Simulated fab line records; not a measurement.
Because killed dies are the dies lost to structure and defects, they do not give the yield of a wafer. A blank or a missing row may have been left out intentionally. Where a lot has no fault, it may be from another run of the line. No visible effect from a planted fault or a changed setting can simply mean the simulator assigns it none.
2 desks looking at one fault || flow gf180mcu || numbers are kept per desk, each desk with only its own; the story behind them comes last

AT THE TOOL OWNER'S DESK: litho-track-03
The tool's own readings at GF_V5_DEVELOP_13 (develop time 60 s): means of the sampled wafers that have a number, for each lot that ran on this tool. Marked OUT: a lot whose mean sits more than 4 standard deviations from the usual mean, which makes it out of limits; the brackets give that distance.
Columns: A = chill-plate-temp-C at GF_V5_DEVELOP_13, usual 22.97 C; B = developer-temp-C at GF_V5_DEVELOP_13, usual 20.99 C
{"lot": "L749", "first seen here": "day 28 07:22", "A": 22.89, "B": 20.94}
{"lot": "L755", "first seen here": "day 30 01:19", "A": 23.09, "B": "21.90 (+7.6) OUT"}
{"lot": "L756", "first seen here": "day 30 08:37", "A": 22.84, "B": "21.79 (+6.6) OUT"}
{"lot": "L766", "first seen here": "day 33 04:07", "A": 22.86, "B": 20.96}
{"lot": "L767", "first seen here": "day 33 14:20", "A": 22.95, "B": 20.89}
{"lot": "L769", "first seen here": "day 33 19:01", "A": 22.95, "B": 21.08}
{"lot": "L770", "first seen here": "day 34 03:49", "A": 22.97, "B": 20.81}
Finding of this desk: L755, L756 out of limits; the first was L755 at day 30 01:19, on developer-temp-C at GF_V5_DEVELOP_13. L749, L766, L767, L769, L770: within limits.

THE METROLOGY DESK
Means of the sampled wafers that have a number, per lot and without regard to the tool the lot ran on: this is what the gauges read. Marked OUT: a lot whose mean sits more than 4 standard deviations from the usual mean, which makes it out of limits; the brackets give that distance.
Columns: A = V5_CVD_00_THK at GF_V5_THK_MEAS_01, usual 302 nm
{"lot": "L749", "first seen here": "day 27 10:59", "A": 306}
{"lot": "L750", "first seen here": "day 28 00:54", "A": 305}
{"lot": "L753", "first seen here": "day 28 23:26", "A": 298}
{"lot": "L755", "first seen here": "day 29 05:59", "A": 296}
{"lot": "L756", "first seen here": "day 29 14:10", "A": 300}
{"lot": "L762", "first seen here": "day 31 08:29", "A": 307}
{"lot": "L765", "first seen here": "day 32 03:53", "A": 305}
{"lot": "L766", "first seen here": "day 32 12:05", "A": 304}
{"lot": "L768", "first seen here": "day 32 19:38", "A": 304}
{"lot": "L767", "first seen here": "day 32 21:31", "A": 303}
{"lot": "L769", "first seen here": "day 33 02:31", "A": 303}
{"lot": "L770", "first seen here": "day 33 11:50", "A": 297}
Finding of this desk: none of the 12 lots has anything out of limits.

PUT TOGETHER
The tool owner's desk could have raised an alarm at day 30 01:19, on L755, L756.
From the metrology desk's view, nothing was out of limits.
The metrology desk holds a record of L755, L756, inside its limits.
Every lot named ran GF_V5_DEVELOP_13 on litho-track-03.

WHAT HAD BEEN PUT IN BY THE SIMULATOR
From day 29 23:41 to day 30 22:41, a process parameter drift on litho-track-03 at GF_V5_DEVELOP_13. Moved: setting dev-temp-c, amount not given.
Lots struck among those shown: L755, L756.
How many hours passed from the start of the fault until each desk's first out-of-limits reading: the tool owner's desk, 2.
